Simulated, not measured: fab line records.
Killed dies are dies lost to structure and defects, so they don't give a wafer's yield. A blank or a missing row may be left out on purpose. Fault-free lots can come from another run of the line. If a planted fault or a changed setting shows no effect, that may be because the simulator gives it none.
Which tool is to blame? | flow sfqLine | 15 lots with 45 wafers sampled at 3 steps, on a route of 325 steps

## WHAT EACH GAUGE READ, for each wafer
SFQ_M7_OVL_MEAS_945. Usual: M7_OVL -1 nm, standard deviation 5.2.
lot  | measured     | on         | M7_OVL (nm) | flag
L539 | day 69 20:07 | overlay-02 | 0 -2 2      | 
L542 | day 71 05:50 | overlay-02 | -5 8 -6     | 
L544 | day 71 12:03 | overlay-02 | -6 -3 2     | 
L547 | day 72 04:15 | overlay-01 | -4 -6 -9    | 
L548 | day 76 15:55 | overlay-02 | 3 -5 5      | 
L549 | day 77 05:07 | overlay-01 | -6 7 3      | 
L552 | day 77 23:13 | overlay-01 | 0 8 9       | 
L555 | day 79 10:32 | overlay-02 | 0 3 -1      | 
L556 | day 79 14:08 | overlay-02 | -11 1 1     | 
L557 | day 80 00:56 | overlay-02 | 8 1 0       | 
L558 | day 81 02:53 | overlay-02 | 4 1 3       | 
L559 | day 81 05:16 | overlay-01 | -1 4 -6     | 
L560 | day 81 06:28 | overlay-02 | 2 3 -7      | 
L561 | day 81 08:52 | overlay-01 | -6 5 1      | 
L562 | day 81 12:28 | overlay-01 | 3 1 2       | 

## EACH LOT AND THE TOOL THAT RAN IT (in order: tool; ch and the chambers of the sampled wafers; start)
lot  | SFQ_TRILAYER_I1_DEP_PECVD_045   | SFQ_TRILAYER_I5_ETCH_VIA_ETCH_147
L539 | pecvd-01 ch 1,2, day 12 18:49   | rieDiel-02 ch 2,3, day 59 13:28
L542 | pecvd-02 ch 1,2, day 13 20:22   | rieDiel-02 ch 0,2,3, day 61 02:20
L544 | pecvd-02 ch 0,2, day 14 10:22   | rieDiel-03 ch 0,1,2, day 61 10:44
L547 | pecvd-02 ch 0,1, day 15 04:22   | rieDiel-01 ch 0,2,3, day 62 10:44
L548 | pecvd-02 ch 0,1,2, day 15 20:44 | rieDiel-01 ch 0,1, day 63 08:20
L549 | pecvd-02 ch 0,1,2, day 16 04:43 | rieDiel-02 ch 1,2, day 63 17:56
L552 | pecvd-01 ch 0,1,2, day 17 06:41 | rieDiel-01 ch 0,3, day 65 01:16
L555 | pecvd-03 ch 0,1,2, day 18 09:59 | rieDiel-01 ch 0,3, day 67 02:28
L556 | pecvd-02 ch 1,2, day 18 19:23   | rieDiel-03 ch 1,2, day 67 04:52
L557 | pecvd-01 ch 0,1, day 19 01:23   | rieDiel-02 ch 0,1,2, day 67 15:47
L558 | pecvd-02 ch 0,1,2, day 19 05:02 | rieDiel-02 ch 0,1,3, day 69 04:40
L559 | pecvd-02 ch 0,1, day 19 12:27   | rieDiel-01 ch 0,1,3, day 69 07:04
L560 | pecvd-03 ch 0,1, day 19 16:34   | rieDiel-01 ch 0,1,3, day 69 13:04
L561 | pecvd-03 ch 0,1,2, day 20 04:59 | rieDiel-03 ch 0,1,3, day 69 21:28
L562 | pecvd-01 ch 1,2, day 20 09:22   | rieDiel-02 ch 0,1,3, day 69 22:40
- SFQ_TRILAYER_I1_DEP_PECVD_045: deposits SiO2 from SiH4/N2O, time 111.11 s, target thk 500 nm.
- SFQ_TRILAYER_I5_ETCH_VIA_ETCH_147: etches the open film in CHF3, stops on Nb, target depth 360 nm.

## WHAT THE TOOLS THEMSELVES READ (means of the sampled wafers that have a number; where no wafer has one, the mark that the record gives instead)
SFQ_TRILAYER_I1_DEP_PECVD_045. Usual: heaterPowerW 99 W, standard deviation 22; runLengthS 139.1 s, standard deviation 0.63; throttleValvePct 25.0 %, standard deviation 1.8.
lot  | tool     | heaterPowerW (W) | runLengthS (s) | throttleValvePct (%) | flag
L539 | pecvd-01 | 83               | 139.1          | 22.3                 | 
L542 | pecvd-02 | 107              | 138.6          | 24.8                 | 
L544 | pecvd-02 | 104              | 139.1          | 24.5                 | 
L547 | pecvd-02 | 115              | 135.2          | 25.1                 | OFF
L548 | pecvd-02 | 113              | 135.3          | 24.8                 | OFF
L549 | pecvd-02 | 111              | 135.1          | 24.9                 | OFF
L552 | pecvd-01 | 76               | 139.2          | 22.8                 | 
L555 | pecvd-03 | 95               | 139.0          | 27.0                 | 
L556 | pecvd-02 | 103              | 138.9          | 25.1                 | 
L557 | pecvd-01 | 70               | 138.9          | 23.4                 | 
L558 | pecvd-02 | 113              | 139.2          | 25.1                 | 
L559 | pecvd-02 | 120              | 139.6          | 25.2                 | 
L560 | pecvd-03 | 118              | 139.7          | 26.3                 | 
L561 | pecvd-03 | 97               | 139.1          | 27.4                 | 
L562 | pecvd-01 | 82               | 139.3          | 22.5                 | 

SFQ_TRILAYER_I5_ETCH_VIA_ETCH_147. Usual: drypumpMotorCurrentA 5.6 A, standard deviation 0.35; oesProductAu 0.987 a.u., standard deviation 0.0065.
lot  | tool       | drypumpMotorCurrentA (A) | oesProductAu (a.u.) | flag
L539 | rieDiel-02 | 5.2                      | 0.988               | 
L542 | rieDiel-02 | 5.3                      | 0.988               | 
L544 | rieDiel-03 | 5.6                      | 0.990               | 
L547 | rieDiel-01 | 5.9                      | 0.991               | 
L548 | rieDiel-01 | 5.4                      | 0.989               | 
L549 | rieDiel-02 | 5.2                      | 0.993               | 
L552 | rieDiel-01 | 6.0                      | 0.987               | 
L555 | rieDiel-01 | 6.0                      | 0.982               | 
L556 | rieDiel-03 | 5.7                      | 0.989               | 
L557 | rieDiel-02 | 5.4                      | 0.988               | 
L558 | rieDiel-02 | 5.5                      | 0.992               | 
L559 | rieDiel-01 | 5.7                      | 0.979               | 
L560 | rieDiel-01 | 5.7                      | 0.977               | 
L561 | rieDiel-03 | 5.6                      | 0.995               | 
L562 | rieDiel-02 | 5.5                      | 0.990               | 

## THE ANSWER, worked out from the rows above alone
Rule: a lot is off if the mean of its wafers that have a number lies more than 3 standard deviations from the usual mean. Also off: a lot with no number at a reading for which 4 or more lots have one. The other lots that the step has rows for count as sound. First the gauges in route order, then the tools' own readings, where a lot's mean is used as printed above. At the first step where some lot is off, the reading lying furthest off is the one used; lots without a number count as furthest.
Off: L547, L548, L549 (SFQ_TRILAYER_I1_DEP_PECVD_045, runLengthS).
If a tool, at that step or one of the process steps before it, ran each lot that is off and ran no sound lot following the first of them, it fits. Not one of the candidates tried fits.

## WHAT WAS PUT IN BY THE SIMULATOR
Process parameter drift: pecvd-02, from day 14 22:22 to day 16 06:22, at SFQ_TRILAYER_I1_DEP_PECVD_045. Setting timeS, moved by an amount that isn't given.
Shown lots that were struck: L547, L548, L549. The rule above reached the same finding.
